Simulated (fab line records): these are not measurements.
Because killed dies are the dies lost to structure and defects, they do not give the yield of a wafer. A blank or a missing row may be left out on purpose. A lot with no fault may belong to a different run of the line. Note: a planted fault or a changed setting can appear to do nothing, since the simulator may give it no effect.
What tool caused it? | flow sky130 | Sampling: 6 lots, 18 wafers, 3 of 708 route steps

== WHAT THE GAUGES SHOWED, per wafer ==
SKY_METAL2_OVL_MEAS_16.
lot  | measured     | on         | METAL2_OVL (nm)
L981 | day 35 21:31 | overlay-01 | 5 6 4
L983 | day 36 20:00 | overlay-02 | -1 5 1
L989 | day 38 11:57 | overlay-02 | -1 -6 2
L998 | day 40 11:31 | overlay-01 | 2 -7 1
L101 | day 41 11:42 | overlay-02 | 15 7 7
L103 | day 41 19:43 | overlay-02 | 3 3 4

== EACH LOT AND THE TOOL THAT RAN IT (in order: tool; ch and the chambers of the sampled wafers; start) ==
lot  | SKY_METAL2_SPUTTER_03       | SKY_METAL2_SPUTTER_04
L981 | pvdSputter-04, day 34 18:56 | pvdSputter-04, day 34 18:57
L983 | pvdSputter-01, day 35 17:59 | pvdSputter-01, day 35 18:01
L989 | pvdSputter-04, day 37 10:31 | pvdSputter-04, day 37 10:32
L998 | pvdSputter-04, day 39 11:10 | pvdSputter-04, day 39 11:11
L101 | pvdSputter-04, day 40 12:04 | pvdSputter-04, day 40 12:05
L103 | pvdSputter-01, day 40 19:03 | pvdSputter-01, day 40 19:04
- SKY_METAL2_SPUTTER_03: material Ti, target thk 5 nm, time 3.3 s.
- SKY_METAL2_SPUTTER_04: material TiN, target thk 70 nm, time 58.3 s.

== THE ANSWER, worked out from the rows above alone ==
Rule: the lots themselves supply what counts as usual. The widest of any qualifying gaps counts: lots, ordered by their means at a reading, are off when they make up no more than a third of the lots, leave a main group of 4 or more, and stand apart from it by 3 or more times the standard deviation of that group's means. A main group is skipped when, at the precision printed for the reading in the tables above, its means are all equal. A lot without any number at a reading at which 4 lots or more have one is off too. The other lots that the step has rows for count as sound.
No lot is off on any of the readings shown, so nothing can be concluded from this.

== WHAT THE SIMULATOR HAD INSERTED ==
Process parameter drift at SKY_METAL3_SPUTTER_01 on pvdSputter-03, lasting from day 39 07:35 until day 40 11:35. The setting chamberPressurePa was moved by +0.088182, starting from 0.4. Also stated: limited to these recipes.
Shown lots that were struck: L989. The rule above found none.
